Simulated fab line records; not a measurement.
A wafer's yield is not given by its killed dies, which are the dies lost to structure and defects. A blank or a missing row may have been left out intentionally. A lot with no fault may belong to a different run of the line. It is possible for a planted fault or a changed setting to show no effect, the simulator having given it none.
Chamber matching / flow sky130 / 4 sister chambers for SKY_FIELD_ISO_ETCH_14 on rie diel-01
The step etches BARC in N2/H2, stops on SiO2, time 45.9 s, target depth 60 nm. 4 wafers are shown with their chamber, then 10 later ones without.

## WAFERS, EACH WITH ITS CHAMBER
wafer=L082.5; chamber=0; drypump motor current A (A)=5.8
wafer=L083.2; chamber=3; drypump motor current A (A)=5.1
wafer=L084.3; chamber=2; drypump motor current A (A)=5.3
wafer=L084.5; chamber=1; drypump motor current A (A)=5.2

## WAFERS WITH NO CHAMBER GIVEN
wafer=L084.6; drypump motor current A (A)=5.3
wafer=L092.1; drypump motor current A (A)=5.2
wafer=L092.4; drypump motor current A (A)=5.0
wafer=L092.5; drypump motor current A (A)=5.8
wafer=L093.1; drypump motor current A (A)=5.2
wafer=L093.4; drypump motor current A (A)=5.1
wafer=L093.6; drypump motor current A (A)=5.2
wafer=L095.1; drypump motor current A (A)=5.8
wafer=L095.3; drypump motor current A (A)=5.3
wafer=L095.6; drypump motor current A (A)=5.8

## EACH ONE'S CHAMBER
wafer=L084.6; from the rows above=2; in truth=2
wafer=L092.1; from the rows above=1; in truth=1
wafer=L092.4; from the rows above=3; in truth=3
wafer=L092.5; from the rows above=0; in truth=0
wafer=L093.1; from the rows above=1; in truth=1
wafer=L093.4; from the rows above=3; in truth=3
wafer=L093.6; from the rows above=1; in truth=1
wafer=L095.1; from the rows above=0; in truth=0
wafer=L095.3; from the rows above=2; in truth=2
wafer=L095.6; from the rows above=0; in truth=0
Correct placement for 10 of the 10. Not placeable from these rows: 0. Wrongly placed: 0.
How it was worked out, from the rows above alone: a wafer's distance from a chamber is the root of the sum, over the readings, of the square of ((its reading less the chamber's mean) divided by the reading's scatter). If the next closest chamber is less than 2 further off than the closest, the wafer can't be placed; otherwise it belongs to the closest. Each chamber's mean is taken over the wafers shown for it. The scatter: with one shown wafer a chamber, the root of the mean of the squares of how far each hidden wafer lies from its nearest shown one.
